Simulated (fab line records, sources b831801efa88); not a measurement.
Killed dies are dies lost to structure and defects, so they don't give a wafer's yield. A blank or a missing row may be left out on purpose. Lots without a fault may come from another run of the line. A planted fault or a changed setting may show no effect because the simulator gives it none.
Split-lot experiment | flow sky130 | 5 lots, 23 wafers read, on a route of 708 steps

THE SPLIT
At SKY_NWELL_OXIDATION_01 (stabilise 600 s, purge 300 s, target thk 10 nm), the setting temp_c was moved away from the recipe's 900 C on 10 of the 23 wafers read, by -2.9% to -2.9%. The other wafers ran this setting at the recipe's value.

The file shows no step between the split and the reading.

THE READING
NWELL_OXIDATION_THK, in nm, at SKY_NWELL_THK_MEAS_02. Fault-free wafers of this fab line usually give 10.00 nm, standard deviation 0.2 nm.

wafer  | tool, chamber at the split | temp_c as run, C | against the recipe | NWELL_OXIDATION_THK, nm | against lot-mates on the recipe
L076.1 | -, -                       | 900              | recipe             | 9.96                    | -
L076.2 | -, -                       | 900              | recipe             | 10.02                   | -
L076.3 | -, -                       | 900              | recipe             | 9.93                    | -
L076.5 | -, -                       | 900              | recipe             | 10.00                   | -
L076.6 | -, -                       | 900              | recipe             | 10.06                   | -
L080.1 | -, -                       | 873.5            | -2.9%              | 7.41                    | no lot-mate on the recipe
L080.3 | -, -                       | 873.5            | -2.9%              | 7.49                    | no lot-mate on the recipe
L080.4 | -, -                       | 873.5            | -2.9%              | 7.38                    | no lot-mate on the recipe
L080.5 | -, -                       | 873.5            | -2.9%              | 7.51                    | no lot-mate on the recipe
L080.6 | -, -                       | 873.5            | -2.9%              | 7.55                    | no lot-mate on the recipe
L082.1 | -, -                       | 900              | recipe             | 9.96                    | -
L082.2 | -, -                       | 900              | recipe             | 9.89                    | -
L082.3 | -, -                       | 900              | recipe             | 9.92                    | -
L082.5 | -, -                       | 900              | recipe             | 9.85                    | -
L082.6 | -, -                       | 900              | recipe             | 9.88                    | -
L083.4 | furnace-02, 0              | 900              | recipe             | 10.14                   | -
L083.5 | furnace-02, 0              | 900              | recipe             | 9.87                    | -
L083.6 | furnace-02, 0              | 900              | recipe             | 10.17                   | -
L085.2 | -, -                       | 874.2            | -2.9%              | 7.81                    | no lot-mate on the recipe
L085.3 | -, -                       | 874.2            | -2.9%              | 7.79                    | no lot-mate on the recipe
L085.4 | -, -                       | 874.2            | -2.9%              | 7.76                    | no lot-mate on the recipe
L085.5 | -, -                       | 874.2            | -2.9%              | 7.88                    | no lot-mate on the recipe
L085.6 | -, -                       | 874.2            | -2.9%              | 7.97                    | no lot-mate on the recipe

THE FIT
A straight line over all 23 wafers: NWELL_OXIDATION_THK changes by +0.799 nm for each +1% of temp_c; r = +0.99; the points scatter about the line by 0.14 nm.
Too few moved wafers have a lot-mate on the recipe to fit a line with each lot's own level taken away.

THE WHOLE CHAIN: every reading that the file lists as answering this split, in the file's order
step                   | what it does                                   | reading                                                                            | change (the file's fit)             | r (the file's)
SKY_NWELL_OXIDATION_01 | stabilise 600 s, purge 300 s, target thk 10 nm | SiO2_of_NWELL_OXIDATION_01.thk_nm (the simulator's own value, which no gauge read) | +0.8 nm for each +1% of the setting | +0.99
SKY_NWELL_THK_MEAS_02  |                                                | NWELL_OXIDATION_THK                                                                | +0.8 for each +1% of the setting    | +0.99

THE FILE'S OWN FIT
NWELL_OXIDATION_THK changes by +0.8 nm for each +1% of temp_c, r = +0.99.
